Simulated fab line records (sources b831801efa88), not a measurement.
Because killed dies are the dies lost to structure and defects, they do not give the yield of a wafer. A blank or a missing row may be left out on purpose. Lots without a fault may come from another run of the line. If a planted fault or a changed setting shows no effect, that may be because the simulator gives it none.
Which of the tools did it? + flow sky130 + 39 wafers from 13 lots sampled at 5 of the route's 708 steps

WHAT EACH GAUGE READ, for each wafer
SKY_FIELD_ISO_THK_MEAS_23. Usual: FIELD_ISO_OXIDATION_01_THK 9.89 nm, standard deviation 0.16.
| lot  | measured    | on           | FIELD_ISO_OXIDATION_01_THK (nm) | flag |
|------|-------------|--------------|---------------------------------|------|
| L917 | day 2 10:22 | filmMetro-01 | 10.07 10.12 9.93                |      |
| L918 | day 2 16:25 | filmMetro-04 | 9.97 10.01 10.18                |      |
| L919 | day 2 19:10 | filmMetro-01 | 9.85 9.93 9.93                  |      |
| L923 | day 3 14:49 | filmMetro-04 | 9.53 9.89 9.75                  |      |
| L924 | day 3 19:57 | filmMetro-01 | 9.87 9.81 9.73                  |      |
| L925 | day 4 02:29 | filmMetro-01 | 9.84 9.82 9.78                  |      |
| L926 | day 4 05:27 | filmMetro-04 | 9.65 9.57 9.76                  |      |
| L927 | day 4 11:33 | filmMetro-04 | 9.92 10.05 10.05                |      |
| L935 | day 6 05:50 | filmMetro-04 | 10.07 9.76 9.71                 |      |
| L936 | day 6 09:02 | filmMetro-03 | 9.72 9.66 9.74                  |      |
| L937 | day 6 15:46 | filmMetro-01 | 9.77 9.87 9.98                  |      |
| L938 | day 6 21:10 | filmMetro-04 | 9.86 9.74 9.72                  |      |
| L939 | day 7 00:55 | filmMetro-03 | 9.87 9.78 10.10                 |      |

SKY_NWELL_TW_MEAS_26. Usual: NWELL_2_TW 493, standard deviation 5.7.
| lot  | measured     | on           | NWELL_2_TW  | flag |
|------|--------------|--------------|-------------|------|
| L917 | day 5 12:42  | filmMetro-03 | 496 496 499 |      |
| L918 | day 5 20:01  | filmMetro-01 | 484 487 486 |      |
| L919 | day 6 00:15  | filmMetro-03 | 501 501 500 |      |
| L923 | day 6 23:53  | filmMetro-01 | 487 485 488 |      |
| L924 | day 7 04:52  | filmMetro-02 | 495 497 496 |      |
| L925 | day 7 14:35  | filmMetro-01 | 601 608 601 | OFF  |
| L926 | day 7 20:32  | filmMetro-03 | 495 493 498 |      |
| L927 | day 8 01:19  | filmMetro-03 | 618 622 618 | OFF  |
| L935 | day 10 03:45 | filmMetro-03 | 500 500 501 |      |
| L936 | day 10 05:53 | filmMetro-02 | 496 495 495 |      |
| L937 | day 10 14:19 | filmMetro-02 | 494 491 494 |      |
| L938 | day 10 18:55 | filmMetro-03 | 501 502 504 |      |
| L939 | day 11 00:55 | filmMetro-03 | 501 502 501 |      |

SKY_NWELL_RS_MEAS_29: the measuring method here is four-point-probe. Usual: NWELL_RS 625.4 ohm/sq, standard deviation 1.6.
| lot  | measured     | on           | NWELL_RS (ohm/sq) | flag |
|------|--------------|--------------|-------------------|------|
| L917 | day 5 12:55  | filmMetro-02 | 625.5 627.4 626.7 |      |
| L918 | day 5 20:14  | filmMetro-02 | 623.6 621.0 621.5 |      |
| L919 | day 6 00:34  | filmMetro-02 | 626.5 625.8 626.7 |      |
| L923 | day 7 00:06  | filmMetro-03 | 626.0 625.2 624.4 |      |
| L924 | day 7 05:04  | filmMetro-02 | 626.9 626.1 626.8 |      |
| L925 | day 7 14:48  | filmMetro-02 | 626.0 625.2 625.3 |      |
| L926 | day 7 20:53  | filmMetro-02 | 626.3 626.9 626.7 |      |
| L927 | day 8 01:31  | filmMetro-02 | 625.3 625.9 624.8 |      |
| L935 | day 10 03:58 | filmMetro-01 | 623.6 624.0 623.1 |      |
| L936 | day 10 06:09 | filmMetro-03 | 626.5 625.2 624.1 |      |
| L937 | day 10 14:32 | filmMetro-03 | 628.1 628.4 626.1 |      |
| L938 | day 10 19:08 | filmMetro-01 | 624.2 623.4 624.4 |      |
| L939 | day 11 01:08 | filmMetro-03 | 627.1 626.1 626.1 |      |

TOOL THAT RAN EACH LOT (tool first, then ch and the chambers of the sampled wafers, then the start)
| lot  | SKY_NWELL_IMPLANT_24            | SKY_NWELL_STRIP_25                  |
|------|---------------------------------|-------------------------------------|
| L917 | implanter-03 ch 0, day 5 12:27  | plasmaAsher-02 ch 0,1, day 5 12:36  |
| L918 | implanter-02 ch 0, day 5 19:46  | plasmaAsher-01 ch 0,1, day 5 19:55  |
| L919 | implanter-03 ch 0, day 6 00:00  | plasmaAsher-02 ch 0,1, day 6 00:09  |
| L923 | implanter-02 ch 0, day 6 23:38  | plasmaAsher-01 ch 0,1, day 6 23:46  |
| L924 | implanter-03 ch 0, day 7 04:37  | plasmaAsher-02 ch 0,1, day 7 04:46  |
| L925 | implanter-03 ch 0, day 7 14:02  | plasmaAsher-04 ch 0,1, day 7 14:28  |
| L926 | implanter-03 ch 0, day 7 20:17  | plasmaAsher-01 ch 0,1, day 7 20:25  |
| L927 | implanter-01 ch 0, day 8 00:43  | plasmaAsher-04 ch 0,1, day 8 01:11  |
| L935 | implanter-02 ch 0, day 10 03:30 | plasmaAsher-02 ch 0,1, day 10 03:39 |
| L936 | implanter-01 ch 0, day 10 05:38 | plasmaAsher-01 ch 0,1, day 10 05:46 |
| L937 | implanter-02 ch 0, day 10 14:05 | plasmaAsher-02 ch 0,1, day 10 14:13 |
| L938 | implanter-01 ch 0, day 10 18:40 | plasmaAsher-04 ch 0,1, day 10 18:49 |
| L939 | implanter-01 ch 0, day 11 00:40 | plasmaAsher-01 ch 0,1, day 11 00:49 |
- SKY_NWELL_IMPLANT_24
- SKY_NWELL_STRIP_25: strips in O2/N2.

AS READ BY THE TOOLS THEMSELVES (means over the sampled wafers that have a number; for cases with no such wafer, the mark the record gives instead)
SKY_NWELL_IMPLANT_24. Usual: doseIonsCm2 9.202e+12, standard deviation 9.3e+09; faradayCurrentUA 51.8, standard deviation 1.
| lot  | tool         | doseIonsCm2 | faradayCurrentUA | flag |
|------|--------------|-------------|------------------|------|
| L917 | implanter-03 | 9.206e+12   | 50.3             |      |
| L918 | implanter-02 | 9.215e+12   | 51.4             |      |
| L919 | implanter-03 | 9.208e+12   | 52.3             |      |
| L923 | implanter-02 | 9.201e+12   | 51.3             |      |
| L924 | implanter-03 | 9.210e+12   | 51.1             |      |
| L925 | implanter-03 | 9.197e+12   | 51.4             |      |
| L926 | implanter-03 | 9.206e+12   | 51.7             |      |
| L927 | implanter-01 | 9.201e+12   | 51.7             |      |
| L935 | implanter-02 | 9.202e+12   | 51.1             |      |
| L936 | implanter-01 | 9.200e+12   | 52.0             |      |
| L937 | implanter-02 | 9.199e+12   | 50.2             |      |
| L938 | implanter-01 | 9.193e+12   | 51.9             |      |
| L939 | implanter-01 | 9.187e+12   | 51.9             |      |

SKY_NWELL_STRIP_25. Usual: drypumpMotorCurrentA 5.6 A, standard deviation 0.52; n2FlowSccm 300.0 sccm, standard deviation 0.98; oesProductAu 0.723 a.u., standard deviation 0.0043; stripTimeToEndpointS 36.91 s, standard deviation 0.1.
| lot  | tool           | drypumpMotorCurrentA (A) | n2FlowSccm (sccm) | oesProductAu (a.u.) | stripTimeToEndpointS (s) | flag |
|------|----------------|--------------------------|-------------------|---------------------|--------------------------|------|
| L917 | plasmaAsher-02 | 5.2                      | 299.4             | 0.725               | 37.02                    |      |
| L918 | plasmaAsher-01 | 5.7                      | 300.8             | 0.724               | 37.03                    |      |
| L919 | plasmaAsher-02 | 5.2                      | 299.3             | 0.725               | 36.93                    |      |
| L923 | plasmaAsher-01 | 5.6                      | 299.7             | 0.722               | 36.82                    |      |
| L924 | plasmaAsher-02 | 5.2                      | 299.5             | 0.725               | 36.83                    |      |
| L925 | plasmaAsher-04 | 6.2                      | 300.5             | 0.720               | 36.87                    |      |
| L926 | plasmaAsher-01 | 6.0                      | 299.2             | 0.723               | 37.02                    |      |
| L927 | plasmaAsher-04 | 6.2                      | 301.1             | 0.729               | 36.86                    |      |
| L935 | plasmaAsher-02 | 5.2                      | 301.0             | 0.723               | 36.93                    |      |
| L936 | plasmaAsher-01 | 5.6                      | 300.1             | 0.720               | 37.07                    |      |
| L937 | plasmaAsher-02 | 5.2                      | 299.7             | 0.723               | 37.01                    |      |
| L938 | plasmaAsher-04 | 6.1                      | 300.1             | 0.724               | 36.87                    |      |
| L939 | plasmaAsher-01 | 6.0                      | 300.0             | 0.720               | 36.98                    |      |

THE ANSWER, worked out from the rows above alone
Rule: a lot counts as off when the mean over its wafers that have a number is more than 3 standard deviations away from the usual mean. A lot without any number at a reading at which 4 lots or more have one is off too. Where the step has rows for the other lots, those lots are counted as sound. The gauges are gone through in route order, then the tools' own readings, and for those a lot's mean is taken as printed above. At the first step where some lot is off, the reading lying furthest off is the one used; lots without a number count as furthest.
Off: L925, L927, seen at SKY_NWELL_TW_MEAS_26 (NWELL_2_TW).
If a tool, at a process step before that reading, ran all the lots that are off and no sound lot after the first of them, it fits. The gauges at SKY_NWELL_TW_MEAS_26 are tried like those tools. Of those tried, none fits.

WHAT HAD BEEN PUT IN BY THE SIMULATOR
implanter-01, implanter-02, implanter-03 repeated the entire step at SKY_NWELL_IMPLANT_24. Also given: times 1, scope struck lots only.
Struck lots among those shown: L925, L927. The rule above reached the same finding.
